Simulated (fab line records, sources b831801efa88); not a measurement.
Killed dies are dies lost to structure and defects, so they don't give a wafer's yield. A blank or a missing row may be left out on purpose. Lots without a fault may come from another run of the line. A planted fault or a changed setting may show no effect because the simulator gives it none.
A struck lot beside a sound one | flow sky130 | 14 steps out of a route of 708
Sound: wafers L838.1, L838.3, L838.4. Struck: wafers L850.1, L850.4, L850.6. The cause comes at the end.
At each step with rows: each side's tool, then ch and its chambers, then its first start. Under that, the readings that differ: sound wafers | struck wafers | difference of the means | sigmas: that difference in standard deviations of wafers without a fault.
alike: readings whose means differ by less than 2 such deviations, and words and numbers that are the same on both sides. not compared: withheld readings, readings that some wafer has no value for, bounds like >300 that may hide the same value, and numbers for which the record gives no deviation and whose values overlap.
The two part at a step that has a row with sigmas, a row that says differs or no value, or rows on one side only. Numbers that don't overlap but have no deviation are shown without sigmas and don't part them. A reading that every wafer of one side lacks parts them only if that side has two wafers or more.

first, 2 steps without rows for these wafers: SKY_PWDE_PEB_05; SKY_PWDE_DEVELOP_06 (develop time 60 s).
SKY_PWDE_OVL_MEAS_07:
  sound on overlay-02, day 5 20:50; struck on overlay-02, day 9 08:17
  alike: PWDE_OVL
then, 1 step without rows for these wafers: SKY_PWDE_IMPLANT_08.
SKY_PWDE_STRIP_09: strips in O2/N2.
  sound on plasma_asher-04 ch 0,1, day 5 21:01; struck on plasma_asher-02 ch 0,1, day 9 08:28
  alike: chamber_pressure_mTorr, drypump_motor_current_A, oes_product_au, strip_time_to_endpoint_s
  not compared: rf_hours_counter_h
SKY_PWDE_TW_MEAS_10:
  sound on film_metro-03, day 5 21:07; struck on film_metro-03, day 9 08:34
  alike: PWDE_TW
then, 6 steps without rows for these wafers: SKY_NWELL_DEHYDRATE_03 (time 60 s); SKY_NWELL_HMDS_04 (prime time 60 s); SKY_NWELL_COAT_05 (resist thk 3000 nm); SKY_NWELL_SOFTBAKE_06; SKY_NWELL_EXPOSE_07 (exposes mask NWM, target cd 840 nm); SKY_NWELL_PEB_08.
SKY_NWELL_DEVELOP_09: develop time 60 s.
  sound on litho_track-03 ch 0, day 6 14:00; struck on litho_track-01, day 10 06:00
  no value came back on the struck wafers for chill_plate_temp_C (C), develop_time_s (s); on the sound wafers chill_plate_temp_C (C) reads 23.00 22.98 22.87
SKY_NWELL_OVL_MEAS_10:
  sound on overlay-02, day 6 15:08; struck on overlay-01, day 10 06:22
  reading           | sound       | struck | difference                    | sigmas
  NWELL_00_OVL (nm) | 1.2 1.9 1.0 | - - -  | no value on the struck wafers |

WHERE THEY PART
First at SKY_NWELL_DEVELOP_09; last, within this record, at SKY_NWELL_OVL_MEAS_10.

WHY: what the simulator had put in
Skipped step whole: litho_track-01, from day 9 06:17 on, at SKY_NWELL_DEVELOP_09. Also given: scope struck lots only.
